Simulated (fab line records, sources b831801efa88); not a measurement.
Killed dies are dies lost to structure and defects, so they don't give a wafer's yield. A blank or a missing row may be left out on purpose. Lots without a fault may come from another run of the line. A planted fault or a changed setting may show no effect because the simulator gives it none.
Which tool did it? | flow gf180mcu | 12 lots, 36 wafers sampled, at 5 steps of a route of 602

WHAT THE GAUGES READ, wafer by wafer
GF_V4_THK_MEAS_03. Usual: V4_CVD_02_THK 854 nm, standard deviation 10.
lot  | measured     | on            | V4_CVD_02_THK (nm) | flag
L277 | day 23 11:03 | film_metro-04 | 844 872 854        |
L280 | day 24 06:22 | film_metro-03 | 842 844 861        |
L283 | day 25 16:02 | film_metro-02 | 848 861 861        |
L284 | day 26 00:24 | film_metro-03 | 858 865 859        |
L285 | day 26 18:15 | film_metro-04 | 844 845 857        |
L288 | day 27 16:12 | film_metro-04 | 866 861 864        |
L289 | day 27 16:38 | film_metro-04 | 860 861 856        |
L290 | day 28 03:29 | film_metro-03 | 750 778 779        | OFF
L294 | day 29 03:58 | film_metro-02 | 761 783 777        | OFF
L297 | day 29 18:03 | film_metro-02 | 837 841 856        |
L298 | day 30 02:18 | film_metro-03 | 837 854 845        |
L300 | day 30 11:51 | film_metro-03 | 846 864 859        |

WHICH TOOL RAN EACH LOT (tool, then ch and the chambers of the sampled wafers, then the start)
lot  | GF_V3_CMP_26                  | GF_M4_SPUTTER_00             | GF_M4_SPUTTER_03             | GF_V4_CVD_02
L277 | cmp-01 ch 1,3, day 22 10:35   | pvd_sputter-01, day 22 10:50 | pvd_sputter-01, day 22 10:59 | pecvd-04 ch 0,2, day 23 10:58
L280 | cmp-02 ch 0,1,2, day 23 06:23 | pvd_sputter-01, day 23 06:41 | pvd_sputter-01, day 23 06:50 | pecvd-01 ch 1,2, day 24 06:18
L283 | cmp-01 ch 0,2, day 24 17:33   | pvd_sputter-02, day 24 17:48 | pvd_sputter-02, day 24 17:58 | pecvd-02 ch 0,1, day 25 15:58
L284 | cmp-01 ch 2,3, day 25 01:19   | pvd_sputter-01, day 25 01:37 | pvd_sputter-01, day 25 01:47 | pecvd-02 ch 0,1,2, day 26 00:20
L285 | cmp-02 ch 2,3, day 25 20:15   | pvd_sputter-03, day 25 20:33 | pvd_sputter-03, day 25 20:43 | pecvd-02 ch 0,1,2, day 26 18:10
L288 | cmp-02 ch 1,2, day 26 18:05   | pvd_sputter-02, day 26 18:20 | pvd_sputter-02, day 26 18:30 | pecvd-04 ch 0,1,2, day 27 16:08
L289 | cmp-01 ch 0,3, day 26 19:00   | pvd_sputter-02, day 26 19:15 | pvd_sputter-02, day 26 19:25 | pecvd-02 ch 0,1,2, day 27 16:34
L290 | cmp-02 ch 1,2,3, day 27 06:09 | pvd_sputter-03, day 27 06:21 | pvd_sputter-03, day 27 06:31 | pecvd-04 ch 0,1,2, day 28 03:25
L294 | cmp-02 ch 0,1,3, day 28 07:09 | pvd_sputter-03, day 28 07:27 | pvd_sputter-03, day 28 07:37 | pecvd-04 ch 0,2, day 29 03:52
L297 | cmp-02 ch 0,1,3, day 28 21:51 | pvd_sputter-02, day 28 22:09 | pvd_sputter-02, day 28 22:19 | pecvd-02 ch 1,2, day 29 17:58
L298 | cmp-02 ch 0,1,3, day 29 06:27 | pvd_sputter-02, day 29 06:39 | pvd_sputter-02, day 29 06:49 | pecvd-02 ch 1,2, day 30 02:14
L300 | cmp-01 ch 1,2,3, day 29 16:30 | pvd_sputter-02, day 29 16:39 | pvd_sputter-02, day 29 16:49 | pecvd-02 ch 0,1, day 30 11:46
- GF_V3_CMP_26: polishes, stops on SiO2, t overpolish 15 s, target thk 0 nm.
- GF_M4_SPUTTER_00: material Ti, target thk 37.5 nm, time 150 s.
- GF_M4_SPUTTER_03: material Ti, target thk 10 nm, time 6.7 s.
- GF_V4_CVD_02: deposits SiO2 from TEOS, target thk 850 nm, time 94.851 s.

WHAT THE TOOLS THEMSELVES READ (means of the sampled wafers that have a number; where no wafer has one, the mark that the record gives instead)
GF_V3_CMP_26. Usual: motor_current_A 11.3 A, standard deviation 1; overpolish_run_s 15.001 s, standard deviation 0.0098; time_to_endpoint_s 86 s, standard deviation 4.2.
lot  | tool   | motor_current_A (A) | overpolish_run_s (s) | time_to_endpoint_s (s) | flag
L277 | cmp-01 | 12.1                | 15.002               | 84                     |
L280 | cmp-02 | 11.4                | 14.991               | 81                     |
L283 | cmp-01 | 10.8                | 15.005               | 96                     |
L284 | cmp-01 | 12.1                | 14.992               | 83                     |
L285 | cmp-02 | 10.4                | 15.003               | 86                     |
L288 | cmp-02 | 11.3                | 14.996               | 84                     |
L289 | cmp-01 | 11.3                | 14.997               | 86                     |
L290 | cmp-02 | 11.7                | 15.001               | 85                     |
L294 | cmp-02 | 11.7                | 14.995               | 84                     |
L297 | cmp-02 | 11.4                | 14.994               | 84                     |
L298 | cmp-02 | 11.7                | 15.016               | 85                     |
L300 | cmp-01 | 11.4                | 15.006               | 90                     |

GF_M4_SPUTTER_00. Usual: throttle_valve_pct 29.8 %, standard deviation 1.
lot  | tool           | throttle_valve_pct (%) | flag
L277 | pvd_sputter-01 | 30.4                   |
L280 | pvd_sputter-01 | 29.5                   |
L283 | pvd_sputter-02 | 30.2                   |
L284 | pvd_sputter-01 | 28.8                   |
L285 | pvd_sputter-03 | 30.4                   |
L288 | pvd_sputter-02 | 30.0                   |
L289 | pvd_sputter-02 | 30.5                   |
L290 | pvd_sputter-03 | 29.3                   |
L294 | pvd_sputter-03 | 28.8                   |
L297 | pvd_sputter-02 | 30.1                   |
L298 | pvd_sputter-02 | 29.9                   |
L300 | pvd_sputter-02 | 30.8                   |

GF_M4_SPUTTER_03. Usual: throttle_valve_pct 29.8 %, standard deviation 1.
lot  | tool           | throttle_valve_pct (%) | flag
L277 | pvd_sputter-01 | 30.3                   |
L280 | pvd_sputter-01 | 29.4                   |
L283 | pvd_sputter-02 | 30.0                   |
L284 | pvd_sputter-01 | 28.7                   |
L285 | pvd_sputter-03 | 30.3                   |
L288 | pvd_sputter-02 | 30.1                   |
L289 | pvd_sputter-02 | 30.7                   |
L290 | pvd_sputter-03 | 29.4                   |
L294 | pvd_sputter-03 | 28.8                   |
L297 | pvd_sputter-02 | 30.2                   |
L298 | pvd_sputter-02 | 29.9                   |
L300 | pvd_sputter-02 | 30.8                   |

GF_V4_CVD_02. Usual: heater_power_w 686 W, standard deviation 120.
lot  | tool     | heater_power_w (W) | flag
L277 | pecvd-04 | 625                |
L280 | pecvd-01 | 710                |
L283 | pecvd-02 | 693                |
L284 | pecvd-02 | 817                |
L285 | pecvd-02 | 797                |
L288 | pecvd-04 | 554                |
L289 | pecvd-02 | 738                |
L290 | pecvd-04 | 558                |
L294 | pecvd-04 | 559                |
L297 | pecvd-02 | 817                |
L298 | pecvd-02 | 813                |
L300 | pecvd-02 | 839                |

THE ANSWER, worked out from the rows above alone
Rule: a lot is off if the mean of its wafers that have a number lies more than 3 standard deviations from the usual mean. A lot without any number at a reading at which 4 lots or more have one is off too. The other lots that the step has rows for count as sound. The gauges are gone through in route order, then the tools' own readings, and for those a lot's mean is taken as printed above. The first step at which some lot is off is used, and at that step the reading that is off furthest; a lot without a number counts as furthest.
Off: L290, L294, at GF_V4_THK_MEAS_03 (V4_CVD_02_THK).
A tool fits if, at a process step before that reading, it ran every lot that is off, and no sound lot after the first of them. The gauges at GF_V4_THK_MEAS_03 are tried like those tools. Can't be told from this: 2 tools fit, pvd_sputter-03 at GF_M4_SPUTTER_00 and GF_M4_SPUTTER_03, pecvd-04 at GF_V4_CVD_02.

WHAT THE SIMULATOR HAD PUT IN
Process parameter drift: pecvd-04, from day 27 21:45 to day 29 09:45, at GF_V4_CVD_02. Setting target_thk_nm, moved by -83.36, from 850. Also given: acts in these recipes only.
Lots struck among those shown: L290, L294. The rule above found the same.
